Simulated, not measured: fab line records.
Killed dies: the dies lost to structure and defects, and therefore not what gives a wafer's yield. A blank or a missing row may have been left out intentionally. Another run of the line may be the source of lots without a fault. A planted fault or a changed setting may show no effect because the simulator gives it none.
One fault through the eyes of 2 desks || flow gf180mcu || only its own numbers are on each desk; what lay behind them is given at the end

## METROLOGY DESK
Means of the sampled wafers that have a number, per lot and without regard to the tool the lot ran on: this is what the gauges read. A lot is out of limits, marked OUT, if its mean lies more than 4 standard deviations from the usual mean; the brackets give that distance.
Columns: A = M2_ALCU_RS at GF_M2_RS_MEAS_05, usual 0.0694 ohm/sq; B = V2_CVD_02_THK at GF_V2_THK_MEAS_03, usual 851 nm
{"lot": "L455", "first seen here": "day 18 01:31", "A": 0.0679, "B": 845}
{"lot": "L456", "first seen here": "day 18 14:46", "A": 0.0697, "B": 844}
{"lot": "L458", "first seen here": "day 19 09:28", "A": 0.0686, "B": 856}
{"lot": "L461", "first seen here": "day 20 13:38", "A": 0.0693, "B": 841}
{"lot": "L462", "first seen here": "day 21 02:16", "A": 0.0695, "B": 865}
{"lot": "L463", "first seen here": "day 21 08:44", "A": 0.0692, "B": 838}
{"lot": "L465", "first seen here": "day 22 01:34", "A": 0.0708, "B": 851}
{"lot": "L470", "first seen here": "day 23 16:56", "A": 0.0691, "B": "798 (-4.8) OUT"}
{"lot": "L472", "first seen here": "day 24 10:34", "A": 0.0696, "B": "803 (-4.3) OUT"}
{"lot": "L477", "first seen here": "day 26 00:53", "A": 0.0692, "B": 854}
{"lot": "L478", "first seen here": "day 26 04:24", "A": 0.0695, "B": 844}
This desk's finding: out of limits on L470, L472; first on L470, day 24 15:58 (V2_CVD_02_THK at GF_V2_THK_MEAS_03). Within limits: L455, L456, L458, L461, L462, L463, L465, L477, L478.

## TOOL OWNER'S DESK, pecvd-01
The tool's own readings at GF_V2_CVD_02 (deposits SiO2 from TEOS, target thk 850 nm, time 94.851 s): means of the sampled wafers that have a number, for each lot that ran on this tool. A lot is out of limits, marked OUT, if its mean lies more than 4 standard deviations from the usual mean; the brackets give that distance.
Columns: A = heater-power-w at GF_V2_CVD_02, usual 633 W; B = rf-fwd-power-W at GF_V2_CVD_02, usual 595.6 W
{"lot": "L456", "first seen here": "day 19 16:01", "A": 625, "B": 594.4}
{"lot": "L461", "first seen here": "day 21 14:11", "A": 644, "B": 596.0}
{"lot": "L470", "first seen here": "day 24 15:53", "A": 658, "B": 597.5}
{"lot": "L472", "first seen here": "day 25 09:08", "A": 571, "B": 595.6}
Result from this desk: across the 4 lots, nothing is out of limits.

## ALL TOGETHER
At day 24 15:58 the metrology desk could have sounded an alarm, on L470, L472.
The desk of the tool owner found nothing out of limits.
On record at the tool owner's desk: L470, L472, within its limits.
GF_V2_CVD_02 was run on pecvd-01 by each of the lots named.

## WHAT HAD BEEN PUT IN BY THE SIMULATOR
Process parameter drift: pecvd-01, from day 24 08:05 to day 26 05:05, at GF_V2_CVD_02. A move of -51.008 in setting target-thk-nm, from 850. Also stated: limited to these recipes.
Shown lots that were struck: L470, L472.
Hours from the fault's start to each desk's first reading out of limits: the metrology desk, 8.
